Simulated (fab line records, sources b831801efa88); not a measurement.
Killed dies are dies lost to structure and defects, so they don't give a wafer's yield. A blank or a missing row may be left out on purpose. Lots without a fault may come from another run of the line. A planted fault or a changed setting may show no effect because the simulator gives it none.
Chamber matching | flow gf180mcu | GF_V2_CMP_26 on cmp-02: 4 sister chambers
The step polishes, stops on SiO2, t overpolish 15 s, target thk 0 nm. 8 wafers are shown with their chamber, then 12 later ones without.

WAFERS WITH THEIR CHAMBER
wafer  | chamber | motor_current_A (A) | time_to_endpoint_s (s)
L081.1 | 3       | 12.0                | 96
L086.5 | 3       | 11.8                | 91
L092.1 | 1       | 9.8                 | 77
L092.5 | 2       | 10.8                | 88
L092.6 | 1       | 10.3                | 78
L093.2 | 2       | 11.0                | 88
L093.4 | 0       | 9.6                 | 81
L093.5 | 0       | 10.1                | 84

WAFERS WITHOUT THEIR CHAMBER
wafer  | motor_current_A (A) | time_to_endpoint_s (s)
L094.1 | 10.1                | 77
L094.2 | 11.5                | 90
L094.6 | 10.3                | 75
L095.1 | 10.2                | 81
L095.4 | 11.4                | 89
L095.5 | 11.3                | 87
L096.1 | 11.1                | 90
L096.4 | 9.9                 | 79
L096.5 | 9.9                 | 79
L097.1 | 12.3                | 92
L097.2 | 9.6                 | 80
L097.5 | 10.8                | 71

WHICH CHAMBER EACH WENT THROUGH
wafer  | from the rows above     | in truth
L094.1 | 1                       | 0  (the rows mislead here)
L094.2 | can't be placed: 3 or 2 | 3
L094.6 | 1                       | 1
L095.1 | can't be placed: 0 or 1 | 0
L095.4 | can't be placed: 2 or 3 | 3
L095.5 | 2                       | 2
L096.1 | 2                       | 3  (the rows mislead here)
L096.4 | can't be placed: 1 or 0 | 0
L096.5 | can't be placed: 1 or 0 | 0
L097.1 | 3                       | 3
L097.2 | can't be placed: 0 or 1 | 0
L097.5 | 1                       | 1
Placed correctly: 4 of 12. Can't be placed from these rows: 6 (the true chamber is among the candidates in 6). Placed wrongly: 2.
How it was worked out, from the rows above alone: a wafer's distance from a chamber is the root of the sum, over the readings, of the square of ((its reading less the chamber's mean) divided by the reading's scatter). The wafer belongs to the nearest chamber; if the next one is less than 2 further off, it can't be placed. A chamber's mean is the mean of its shown wafers. The scatter: the root of (the sum of the squares of (reading less its chamber's mean) over the shown wafers, divided by (wafers less chambers)).
